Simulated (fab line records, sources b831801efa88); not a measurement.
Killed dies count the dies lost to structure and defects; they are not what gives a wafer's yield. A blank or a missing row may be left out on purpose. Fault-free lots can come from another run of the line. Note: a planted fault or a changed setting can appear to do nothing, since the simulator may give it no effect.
A struck lot beside a sound one -- flow sfq-line -- 15 steps out of a route of 325
Sound: these wafers, L740.1, L740.2, L740.3. Struck: wafers L754.2, L754.3, L754.5. Last of all comes the cause.
Order at every step that has rows: each side's tool, ch and its chambers, its first start. Under that, the readings that differ: sound wafers -- struck wafers -- difference of the means -- sigmas: that difference in standard deviations of wafers without a fault.
alike: readings with means less than 2 such deviations apart, plus words and numbers identical on both sides. not compared: withheld readings, readings lacking a value on some wafer, bounds such as >300 that could conceal the same value, and numbers that have no deviation in the record and whose values overlap.
A row with sigmas, a row that says differs or no value, or rows on one side alone: a step with any of these is where the two part. Numbers that don't overlap but have no deviation are shown without sigmas and don't part them. Lack of a reading on every wafer of one side parts them only where that side has two or more wafers.

first, 1 step without rows for these wafers: SFQ_TRILAYER_M4_STRIP_SOLV_CLEAN_098 (cleans in NMP, time 600 s).
SFQ_TRILAYER_I4_DEP_PECVD_099: deposits SiO2 from SiH4/N2O, time 111.11 s, target thk 500 nm.
  sound on pecvd-02 ch 1,2, day 46 04:35; struck on pecvd-02 ch 0,1, day 51 01:51
  alike: chamber-pressure-Torr, heater-power-w, throttle-valve-pct
SFQ_TRILAYER_I4_CMP_CMP_100: polishes SiO2.
  sound on cmp-01 ch 1,2,3, day 46 05:12; struck on cmp-01 ch 1,3, day 51 02:47
  alike: motor-current-A, time-to-endpoint-s
SFQ_I4_BOW_MEAS_927:
  sound: film-metro-04 at day 46 07:42; struck: film-metro-01 at day 51 05:48
  alike: I4_BOW
SFQ_TRILAYER_I4_METRO_MEASURE_101:
  sound: film-metro-04 at day 46 07:49; struck: film-metro-01 at day 51 06:06
  alike: thk-nm
then, 6 steps without rows for these wafers: SFQ_TRILAYER_I4_VIA_LITHO_COAT_108 (resist thk 62 nm); SFQ_TRILAYER_I4_VIA_LITHO_COAT_103 (resist thk 650 nm); SFQ_TRILAYER_I4_VIA_LITHO_SOFTBAKE_107; SFQ_TRILAYER_I4_VIA_LITHO_EXPOSE_104 (exposes mask I4, target cd 700 nm); SFQ_TRILAYER_I4_VIA_LITHO_PEB_106 (peb time 60 s); SFQ_TRILAYER_I4_VIA_LITHO_DEVELOP_105 (time 60 s).
-- the record jumps here: 6 days lie between the struck wafers' starts before and after --
SFQ_I4_OVL_MEAS_928:
  sound: overlay-02 at day 52 00:10; struck: overlay-02 at day 56 21:44
  alike: I4_OVL
SFQ_TRILAYER_I4_VIA_BARC_OPEN_VIA_ETCH_146: etches BARC in O2, target depth 125 nm, time 41.7 s.
  sound on rie-diel-01 ch 0,2,3, day 52 00:12; struck on rie-diel-03 ch 0,2,3, day 56 21:46
reading,sound,struck,difference,sigmas
model.KrF_of_TRILAYER_I4_VIA_LITHO_COAT_103.thk-nm (nm),572.9 576.5 571.2,582.8 582 582.5,+8.9,
  alike: drypump-motor-current-A, oes-product-au
  not compared: rf-hours-counter-h
SFQ_TRILAYER_I4_VIA_ETCH_VIA_ETCH_106: etches SiO2 in CHF3, stops on Nb, target depth 260 nm.
  sound on rie-diel-01 ch 0,2,3, day 52 00:14; struck on rie-diel-03 ch 0,2,3, day 56 21:48
reading,sound,struck,difference,sigmas
model.KrF_of_TRILAYER_I4_VIA_LITHO_COAT_103.thk-nm (nm),528.1 532.7 524.6,539.4 538.1 537.7,+9.9,
  alike: drypump-motor-current-A, oes-product-au
SFQ_TRILAYER_I4_VIA_STRIP_STRIP_107: strips in O2.
  sound on rie-metal-03 ch 0,1, day 52 00:21; struck on rie-metal-03 ch 1, day 56 21:55
  alike: drypump-motor-current-A, he-backside-leak-sccm, oes-product-au
  not compared: rf-hours-counter-h

== WHERE THEY PART ==
Nowhere in this record.

WHY: whatever the simulator had introduced
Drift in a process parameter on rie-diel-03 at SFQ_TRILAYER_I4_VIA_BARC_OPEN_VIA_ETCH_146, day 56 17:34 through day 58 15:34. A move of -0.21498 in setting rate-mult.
